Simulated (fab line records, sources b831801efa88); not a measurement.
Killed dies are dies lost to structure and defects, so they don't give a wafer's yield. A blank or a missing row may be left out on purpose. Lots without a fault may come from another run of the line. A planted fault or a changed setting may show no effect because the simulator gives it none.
Which tool did it? | flow gf180mcu | 7 lots, 21 wafers sampled, at 2 steps of a route of 602

WHAT THE GAUGES READ, wafer by wafer
GF_PSD_RS_MEAS_14: measures by four-point-probe.
lot  | measured     | on            | NSD_RS (ohm/sq)
L191 | day 14 19:13 | film_metro-02 | 46.15 46.17 46.20
L193 | day 15 14:25 | film_metro-04 | 46.11 46.24 46.19
L195 | day 16 06:35 | film_metro-04 | 46.16 46.22 46.18
L199 | day 17 14:50 | film_metro-04 | 46.16 46.06 46.15
L202 | day 18 15:07 | film_metro-02 | 46.09 46.14 46.21
L207 | day 20 17:27 | film_metro-04 | 46.37 46.52 46.47
L212 | day 22 03:49 | film_metro-03 | 46.14 46.18 46.19

WHICH TOOL RAN EACH LOT (tool, then ch and the chambers of the sampled wafers, then the start)
lot  | GF_NSD_IMPLANT_10
L191 | implanter-04 ch 0, day 13 21:14
L193 | implanter-04 ch 0, day 14 15:28
L195 | implanter-01 ch 0, day 15 07:58
L199 | implanter-02 ch 0, day 16 14:59
L202 | implanter-02 ch 0, day 17 14:46
L207 | implanter-02 ch 0, day 19 17:16
L212 | implanter-01 ch 0, day 21 03:44
- GF_NSD_IMPLANT_10

THE ANSWER, worked out from the rows above alone
Rule: what is usual is taken from the lots themselves. Put in order of their means at a reading, lots are off if they are a third of the lots or fewer, leave a main group of 4 or more, and stand apart from it by a gap of 3 or more times the standard deviation of the main group's means; of several such gaps the widest counts. A main group whose means are all the same, to the digits that the tables above print for the reading, isn't used. A lot without any number at a reading at which 4 lots or more have one is off too. The other lots that the step has rows for count as sound.
Off: L207, at GF_PSD_RS_MEAS_14 (NSD_RS). The main group: mean 46.16 ohm/sq, standard deviation 0.022.
A tool fits if, at a process step before that reading, it ran every lot that is off, and no sound lot after the first of them. The gauges at GF_PSD_RS_MEAS_14 are tried like those tools. Can't be told from this: 2 tools fit, implanter-02 at GF_NSD_IMPLANT_10, film_metro-04 at GF_PSD_RS_MEAS_14.

WHAT THE SIMULATOR HAD PUT IN
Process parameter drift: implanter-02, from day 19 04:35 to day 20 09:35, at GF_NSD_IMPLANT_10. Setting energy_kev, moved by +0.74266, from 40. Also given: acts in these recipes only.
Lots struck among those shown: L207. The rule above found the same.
